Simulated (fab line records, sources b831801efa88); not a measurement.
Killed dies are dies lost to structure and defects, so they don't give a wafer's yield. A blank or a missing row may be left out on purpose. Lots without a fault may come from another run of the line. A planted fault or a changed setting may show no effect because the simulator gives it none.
fab line records | flow sky130
record lots=6 wafers=18 last_day=50
route steps=708 shown SONOS_ONO@186 GATE_OXIDE@187 PAD_OPEN@708
lots that met no fault: from a run of the same line without faults
start_h: hours from the record's first day to the start of the lot's first wafer shown | wait_h: hours since the lot's step before | " the same as in the row above | L1.1+2: a row that stands for several wafers | - no value, or no start given | * or withheld: withheld | < > ~ a bound
route shown NAME@n: a module of which the file shows steps, and the number in the route of the first | usual: mean/standard deviation of fault-free wafers | same: alike in all rows | chamber/n: place in a boat | sites: the reading at each site | _std_site: their standard deviation | _edge_site: outer sites' mean less inner sites' | radius_mm: how far each site lies from the wafer's centre | mask NAME#n: copy n | behind: the tool/chamber that last shaped the wafer | hold: why the lot was held/for how many hours/how that ended | device: the transistor (n, p or np) that didn't switch | end of line: the same wafers' tests at the end of the route | a step without rows: its recipe alone | killed: dies lost to structure and defects at the first sort, not the wafer's yield | map: a wafer's dies, x killed, . not, _ none there
set.NAME: the setting as run; set.NAME@STEP: as run at that earlier step | model.NAME: the simulator's own value behind a step, which no gauge read
lots at some steps of the route; a table a step, a row a wafer
services: from which hour (start_h, from the record's first day; less than 0 if before it) a tool's chamber was out of use, for how many hours, and why
## steps
# step SKY_SONOS_ONO_WET_ETCH_18
# recipe chemistry=H3PO4 target_depth_nm=15 target=Si3N4 temp_c=160 time_s=172
# step SKY_GATE_OXIDE_CLEAN_00
# recipe chemistry=SC1/SC2 mix=1:4:20 temp_c=70 time_s=150 dry=n2_spin
# step SKY_GATE_OXIDE_OXIDATION_01
# recipe temp_c=900 ambient=O2 stabilise_s=600 purge_s=300 target_thk_a=102.68 ox_time_s=1473
# step SKY_GATE_OXIDE_THK_MEAS_02
# recipe reads=SiO2_of_GATE_OXIDE_OXIDATION_01
# usual GATE_OXIDE_OXIDATION_00_THK=10.24/0.18
# columns lot.wafer tool chamber start_h wait_h GATE_OXIDE_OXIDATION_00_THK[nm]
L794.1 film_metro-04 - 297.62 0.0 9.95
L794.5 " - " " 9.96
L794.6 " - " " 10.00
L795.1 film_metro-04 - 307.24 0.0 10.14
L795.2 " - " " 10.32
L795.5 " - " " 10.34
L804.3 film_metro-03 - 366.88 0.0 10.09
L804.4 " - " " 10.05
L804.5 " - " " 9.94
L805.2 film_metro-03 - 381.46 0.0 10.10
L805.3 " - " " 10.32
L805.6 " - " " 10.45
L810.2 film_metro-04 - 419.29 0.0 10.35
L810.4 " - " " 10.50
L810.5 " - " " 10.37
L816.2 film_metro-03 - 472.48 0.0 10.30
L816.3 " - " " 10.58
L816.4 " - " " 10.59
# step SKY_GATE_OXIDE_DEHYDRATE_03
# recipe temp_c=200 time_s=60
# step SKY_GATE_OXIDE_HMDS_04
# recipe prime_time_s=60 prime_temp_c=120
# step SKY_GATE_OXIDE_COAT_05
# recipe resist=NOVOLAK spin_rpm=3000 resist_thk_nm=1140
# step SKY_GATE_OXIDE_SOFTBAKE_06
# recipe temp_c=90 time_s=60 resist=NOVOLAK
# step SKY_GATE_OXIDE_EXPOSE_07
# recipe mask_id=LVOM na=0.6 source_shape=conventional sigma_outer=0.6 polarization=unpolarized target_cd_nm=600 dose_mj=170
# step SKY_GATE_OXIDE_PEB_08
# recipe temp_c=withheld time_s=* resist=NOVOLAK
# step SKY_GATE_OXIDE_DEVELOP_09
# recipe resist=NOVOLAK developer=TMAH develop_time_s=60 dev_temp_c=23
# step SKY_GATE_OXIDE_OVL_MEAS_10
# usual GATE_OXIDE_OVL=0.7/1.3
# columns lot.wafer tool chamber start_h wait_h GATE_OXIDE_OVL[nm]
L794.1 overlay-02 - 321.61 0.1 1.4
L794.5 " - " " 1.6
L794.6 " - " " -0.8
L795.1 overlay-02 - 332.31 0.1 2.0
L795.2 " - " " 1.1
L795.5 " - " " 1.4
L804.3 overlay-01 - 395.02 0.1 2.4
L804.4 " - " " 1.5
L804.5 " - " " 2.5
L805.2 overlay-01 - 410.32 0.1 0.2
L805.3 " - " " 1.3
L805.6 " - " " 2.7
L810.2 overlay-02 - 449.80 0.1 1.1
L810.4 " - " " 0.9
L810.5 " - " " 1.1
L816.2 overlay-02 - 502.67 0.1 -1.2
L816.3 " - " " 0.8
L816.4 " - " " 0.4
# step SKY_GATE_OXIDE_IMPLANT_11
# recipe species=B energy_kev=10 dose_cm2=2.6e+12 tilt_deg=withheld
# usual beam_energy_keV=10.000/0.0031
# columns lot.wafer tool chamber start_h wait_h beam_energy_keV model.implant.rp_nm model.implant.drp_nm
L794.1 implanter-01 0 321.65 0.0 10.006 31.99 17.11
L794.5 " 0 " " 10.002 31.99 17.11
L794.6 " 0 " " 10.005 31.99 17.11
L795.1 implanter-02 0 332.35 0.0 10.003 32.24 17.11
L795.2 " 0 " " 10.004 32.24 17.11
L795.5 " 0 " " 10.001 32.24 17.11
L804.3 implanter-02 0 395.10 0.1 8.921 29.96 15.8
L804.4 " 0 " " 8.918 29.96 15.8
L804.5 " 0 " " 8.920 29.96 15.8
L805.2 implanter-02 0 410.37 0.0 8.916 29.98 15.8
L805.3 " 0 " " 8.921 29.98 15.8
L805.6 " 0 " " 8.921 29.98 15.8
L810.2 implanter-04 0 449.86 0.0 9.999 33.6 17.11
L810.4 " 0 " " 10.003 33.6 17.11
L810.5 " 0 " " 9.994 33.6 17.11
L816.2 implanter-01 0 502.72 0.0 9.996 33.53 17.11
L816.3 " 0 " " 10.000 33.53 17.11
L816.4 " 0 " " 9.995 33.53 17.11
# step SKY_GATE_OXIDE_WET_ETCH_12
# recipe chemistry=dHF target_depth_nm=16.8 dry=n2_spin target=SiO2 dilution=100:1 temp_c=25 time_s=336
# step SKY_GATE_OXIDE_STRIP_13
# recipe chemistry=O2/N2 power_w=1400 pressure_mtorr=1500 platen_temp_c=withheld o2_flow_sccm=3000 n2_flow_sccm=300 overash_fraction=0.5
# usual drypump_motor_current_A=5.64/0.23 oes_product_au=0.716/0.0047 strip_time_to_endpoint_s=14.21/0.038
# columns lot.wafer tool chamber start_h wait_h drypump_motor_current_A oes_product_au rf_hours_counter_h strip_time_to_endpoint_s
L794.1 plasma_asher-04 0 321.90 0.0 5.70 0.720 62 14.22
L794.5 " 1 " " 5.26 0.713 - 14.21
L794.6 " 0 " " 5.74 0.711 - 14.22
L795.1 plasma_asher-02 0 332.60 0.0 5.43 0.713 21 14.25
L795.2 " 1 " " 5.57 0.708 21 14.21
L795.5 " 0 " " 5.43 0.716 - 14.22
L804.3 plasma_asher-02 1 395.34 0.0 5.56 0.730 - 14.14
L804.4 " 0 " " 5.44 0.716 - 14.12
L804.5 " 0 " " 5.43 0.712 - 14.12
L805.2 plasma_asher-02 1 410.62 0.0 5.56 0.719 29 14.20
L805.3 " 0 " " 5.42 0.709 - 14.23
L805.6 " 0 " " 5.42 0.717 - 14.17
L810.2 plasma_asher-03 1 450.08 0.0 5.86 0.720 61 14.22
L810.4 " 1 " " 5.90 0.722 - 14.22
L810.5 " 1 " " 5.91 0.716 - 14.24
L816.2 plasma_asher-04 1 502.95 0.0 5.23 0.725 80 14.19
L816.3 " 1 " " 5.23 0.716 - 14.20
L816.4 " 0 " " 5.71 0.711 - 14.21
# step SKY_GATE_OXIDE_TW_MEAS_14
# usual GATE_OXIDE_TW=223.6/1.3
# columns lot.wafer tool chamber start_h wait_h hold GATE_OXIDE_TW
L794.1 film_metro-01 - 322.00 0.1 - 224.4
L794.5 " - " " - 225.0
L794.6 " - " " - 225.0
L795.1 film_metro-01 - 332.70 0.1 - 224.7
L795.2 " - " " - 224.7
L795.5 " - " " - 225.0
L804.3 film_metro-01 - 395.43 0.1 await_dispo/0.2h/release 218.8
L804.4 " - " " await_dispo/0.2h/release 219.0
L804.5 " - " " await_dispo/0.2h/release 218.7
L804.3 film_metro-01 - 395.65 0.2 - 219.0
L804.4 " - " " - 218.7
L804.5 " - " " - 218.4
L805.2 film_metro-04 - 410.73 0.1 await_dispo/0.2h/release 217.0
L805.3 " - " " await_dispo/0.2h/release 218.6
L805.6 " - " " await_dispo/0.2h/release 217.1
L805.2 film_metro-04 - 410.95 0.2 - 216.9
L805.3 " - " " - 217.9
L805.6 " - " " - 216.6
L810.2 film_metro-04 - 450.19 0.1 - 223.6
L810.4 " - " " - 223.1
L810.5 " - " " - 223.2
L816.2 film_metro-03 - 503.06 0.1 - 224.2
L816.3 " - " " - 223.8
L816.4 " - " " - 223.0
# step SKY_PAD_OPEN_PROBE_99
# usual killed_at_M0_to_M3=44/6 killed_at_M4_up=2.9/1.5 killed_at_contacts=24/4.9 killed_at_front_end=16/4.3 killed_at_other=0.3/0.54 killed_dies=87/8.7 killed_open=48/6.7 killed_short=39/5.9
# same gross_dies=492 killed_at_back_side=0
# columns lot.wafer tool chamber start_h wait_h killed_at_M0_to_M3 killed_at_M4_up killed_at_contacts killed_at_front_end killed_at_other killed_dies killed_open killed_short model.etest.pfet_01v8_lvt.off_log10_a_um model.etest.pfet_01v8_lvt.vt_sat_v model.etest.pfet_01v8_lvt.vt_v model.etest.pfet_01v8_lvt.vt_long_v model.etest.pfet_01v8_lvt.body_rise_v
L794.1 prober-01 - 1085.88 0.1 49 2 22 10 0 83 48 35 -9.047 -0.4405 -0.5269 -0.6416 -0.2057
L794.5 prober-01 - 1086.08 0.2 38 3 18 8 0 67 37 27 -8.838 -0.4335 -0.5229 -0.6455 -0.2044
L794.6 prober-01 - 1086.13 0.2 39 2 29 12 0 82 44 36 -8.893 -0.4382 -0.5291 -0.6483 -0.2053
L795.1 prober-01 - 1095.48 0.1 42 3 26 13 0 84 48 36 -9.016 -0.4442 -0.5352 -0.6536 -0.2045
L795.2 prober-01 - 1095.53 0.1 50 3 29 7 0 89 52 37 -8.982 -0.4436 -0.5323 -0.6498 -0.2013
L795.5 prober-01 - 1095.68 0.2 43 3 26 14 0 86 43 43 -9.209 -0.4493 -0.5382 -0.6537 -0.2019
L804.3 prober-01 - 1137.60 0.2 41 3 28 15 0 87 50 37 -9.35 -0.4671 -0.5554 -0.672 -0.1957
L804.4 prober-01 - 1137.65 0.2 51 4 23 23 0 101 58 43 -9.199 -0.4568 -0.5462 -0.6668 -0.1971
L804.5 prober-01 - 1137.70 0.2 44 3 26 21 1 95 53 42 -9.282 -0.4623 -0.551 -0.6667 -0.1986
L805.2 prober-02 - 1147.72 0.1 43 1 27 19 1 91 52 39 -9.86 -0.4929 -0.5724 -0.6847 -0.1957
L805.3 prober-02 - 1147.77 0.2 35 5 29 19 0 88 48 39 -9.725 -0.495 -0.5752 -0.6867 -0.1952
L805.6 prober-02 - 1147.92 0.2 44 2 22 20 0 88 51 37 -9.994 -0.503 -0.58 -0.6914 -0.1961
L810.2 prober-01 - 1169.07 0.1 50 3 14 11 1 79 47 31 -8.72 -0.4236 -0.5187 -0.6357 -0.2038
L810.4 prober-01 - 1169.17 0.2 31 4 22 12 0 69 36 31 -8.717 -0.4323 -0.524 -0.6424 -0.1977
L810.5 prober-01 - 1169.22 0.2 37 2 28 12 0 79 43 36 -8.626 -0.4272 -0.5241 -0.6419 -0.2029
L816.2 prober-01 - 1198.40 0.1 48 4 21 21 0 94 53 41 -8.738 -0.4305 -0.524 -0.6466 -0.2018
L816.3 prober-01 - 1198.45 0.2 37 4 34 17 1 93 41 52 -8.697 -0.4285 -0.5221 -0.6425 -0.2064
L816.4 prober-01 - 1198.50 0.2 44 4 24 20 0 92 52 40 -8.677 -0.4321 -0.5227 -0.6435 -0.2037
# killed by level:class
L794.1 VIA1:geometric_particle:open=10 CONTACT:geometric_particle:open=9 METAL2:geometric_particle:short=9 LI_CONTACT:geometric_particle:open=8 VIA2:geometric_particle:open=8 METAL1:geometric_particle:short=4 VIA3:geometric_particle:open=4 VIA2:geometric_particle:short=3
L794.5 VIA1:geometric_particle:open=8 LI_CONTACT:geometric_particle:open=7 CONTACT:geometric_particle:open=7 METAL1:geometric_particle:short=6 VIA2:geometric_particle:open=4 POLY_GATE:geometric_particle:short=3 METAL1:geometric_particle:open=3 VIA1:geometric_particle:short=3
L794.6 VIA1:geometric_particle:open=12 LI_CONTACT:geometric_particle:open=8 CONTACT:geometric_particle:open=8 LI_CONTACT:geometric_particle:short=6 LOCAL_INTERCONNECT:geometric_particle:short=4 POLY_GATE:geometric_particle:open=4 METAL2:geometric_particle:short=4 VIA2:geometric_particle:open=4
L795.1 VIA1:geometric_particle:open=10 VIA3:geometric_particle:open=8 CONTACT:geometric_particle:open=8 METAL2:geometric_particle:short=6 VIA2:geometric_particle:open=6 FIELD_ISO:geometric_particle:short=5 LI_CONTACT:geometric_particle:open=5 LOCAL_INTERCONNECT:geometric_particle:short=5
L795.2 VIA3:geometric_particle:open=13 VIA1:geometric_particle:open=12 CONTACT:geometric_particle:open=11 METAL2:geometric_particle:short=8 LI_CONTACT:geometric_particle:open=7 CONTACT:geometric_particle:short=5 METAL1:geometric_particle:short=5 LOCAL_INTERCONNECT:geometric_particle:short=4
L795.5 LOCAL_INTERCONNECT:geometric_particle:short=8 CONTACT:geometric_particle:open=8 VIA1:geometric_particle:open=8 METAL1:geometric_particle:short=8 METAL2:geometric_particle:short=6 METAL3:geometric_particle:short=6 VIA3:geometric_particle:open=6 FIELD_ISO:geometric_particle:open=5
L804.3 VIA1:geometric_particle:open=12 LI_CONTACT:geometric_particle:open=9 CONTACT:geometric_particle:open=7 VIA1:geometric_particle:short=7 CONTACT:geometric_particle:short=6 VIA2:geometric_particle:open=5 FIELD_ISO:geometric_particle:open=4 LOCAL_INTERCONNECT:geometric_particle:short=4
L804.4 VIA1:geometric_particle:open=15 CONTACT:geometric_particle:open=13 VIA3:geometric_particle:open=7 VIA1:geometric_particle:short=6 METAL2:geometric_particle:short=5 FIELD_ISO:geometric_particle:short=5 VIA2:geometric_particle:open=5 FIELD_ISO:geometric_particle:open=4
L804.5 CONTACT:geometric_particle:open=11 FIELD_ISO:geometric_particle:open=9 VIA1:geometric_particle:open=9 VIA2:geometric_particle:open=7 METAL3:geometric_particle:short=7 LI_CONTACT:geometric_particle:open=6 FIELD_ISO:geometric_particle:short=4 VIA1:geometric_particle:short=4
L805.2 VIA1:geometric_particle:open=12 CONTACT:geometric_particle:open=11 LI_CONTACT:geometric_particle:open=7 VIA2:geometric_particle:open=7 FIELD_ISO:geometric_particle:short=6 VIA1:geometric_particle:short=5 METAL1:geometric_particle:short=5 FIELD_ISO:geometric_particle:open=4
L805.3 CONTACT:geometric_particle:open=11 VIA1:geometric_particle:open=9 LI_CONTACT:geometric_particle:open=7 METAL1:geometric_particle:short=6 POLY_GATE:geometric_particle:open=5 VIA2:geometric_particle:open=5 METAL4:geometric_particle:short=5 POLY_GATE:geometric_particle:short=4
L805.6 VIA1:geometric_particle:open=13 CONTACT:geometric_particle:open=7 METAL2:geometric_particle:short=7 LI_CONTACT:geometric_particle:open=6 CONTACT:geometric_particle:short=6 VIA3:geometric_particle:open=6 POLY_GATE:geometric_particle:open=5 VIA2:geometric_particle:open=4
L810.2 VIA1:geometric_particle:open=15 VIA3:geometric_particle:open=12 METAL2:geometric_particle:short=5 VIA2:geometric_particle:open=5 POLY_GATE:geometric_particle:open=4 CONTACT:geometric_particle:short=4 CONTACT:geometric_particle:open=4 METAL1:geometric_particle:short=4
L810.4 VIA1:geometric_particle:open=8 LOCAL_INTERCONNECT:geometric_particle:short=7 VIA3:geometric_particle:open=6 LI_CONTACT:geometric_particle:open=6 CONTACT:geometric_particle:open=5 CONTACT:geometric_particle:short=4 METAL1:geometric_particle:short=4 VIA2:geometric_particle:short=3
L810.5 VIA1:geometric_particle:open=14 CONTACT:geometric_particle:open=9 LI_CONTACT:geometric_particle:open=8 CONTACT:geometric_particle:short=6 VIA1:geometric_particle:short=5 POLY_GATE:geometric_particle:short=4 LI_CONTACT:geometric_particle:short=4 VIA2:geometric_particle:open=4
L816.2 VIA2:geometric_particle:open=11 VIA1:geometric_particle:short=10 VIA1:geometric_particle:open=8 FIELD_ISO:geometric_particle:open=7 LI_CONTACT:geometric_particle:open=7 CONTACT:geometric_particle:open=7 FIELD_ISO:geometric_particle:short=6 CONTACT:geometric_particle:short=6
L816.3 CONTACT:geometric_particle:open=11 CONTACT:geometric_particle:short=9 LI_CONTACT:geometric_particle:open=8 METAL1:geometric_particle:short=6 VIA3:geometric_particle:short=6 FIELD_ISO:geometric_particle:short=5 VIA2:geometric_particle:open=5 VIA1:geometric_particle:open=5
L816.4 CONTACT:geometric_particle:open=9 VIA1:geometric_particle:open=9 METAL1:geometric_particle:short=8 VIA2:geometric_particle:open=8 POLY_GATE:geometric_particle:open=6 LI_CONTACT:geometric_particle:open=6 CONTACT:geometric_particle:short=6 POLY_GATE:geometric_particle:short=4
## services
# columns tool chamber start_h hours kind
implanter-02 - 300.27 9.5 pm
implanter-01 - 328.94 4.8 pm
plasma_asher-03 - 337.01 2.8 pm
plasma_asher-02 - 345.39 1.0 repair
implanter-04 - 393.68 3.7 pm
implanter-01 - 412.87 2.2 repair
implanter-02 - 414.12 4.1 repair
implanter-04 - 454.91 3.1 repair
implanter-04 - 483.17 2.2 pm
## key
first_sign step=SKY_GATE_OXIDE_IMPLANT_11 reading=beam_energy_keV direction=down sigmas=99+ usual=* struck=*
effect step=SKY_GATE_OXIDE_TW_MEAS_14 reading=visit direction=added
model_effect step=SKY_GATE_OXIDE_IMPLANT_11 value=implant.rp_nm without=32.91 struck=29.97
model_effect step=SKY_PAD_OPEN_PROBE_99 value=etest.pfet_01v8_lvt.off_log10_a_um without=-9.016 struck=-9.569
met_at SKY_GATE_OXIDE_IMPLANT_11
struck_wafers L804.3,L804.4,L804.5,L805.2,L805.3,L805.6
tester_left_out L804,L805
onset_between 332.35 395.10
fault kind=process_parameter_drift tool=implanter-02 chamber=- onset_h=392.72 steps=SKY_GATE_OXIDE_IMPLANT_11 channel=energy_kev offset=* shape=step end_h=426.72 acts_in=* stated=*
# tester_left_out: of these lots the tester's yield and bins aren't shown, on N5 and GAA mostly nor the transistor test; their killed dies are dies lost to structure and defects alone, not to doping, threshold or leakage, so they don't give the yield
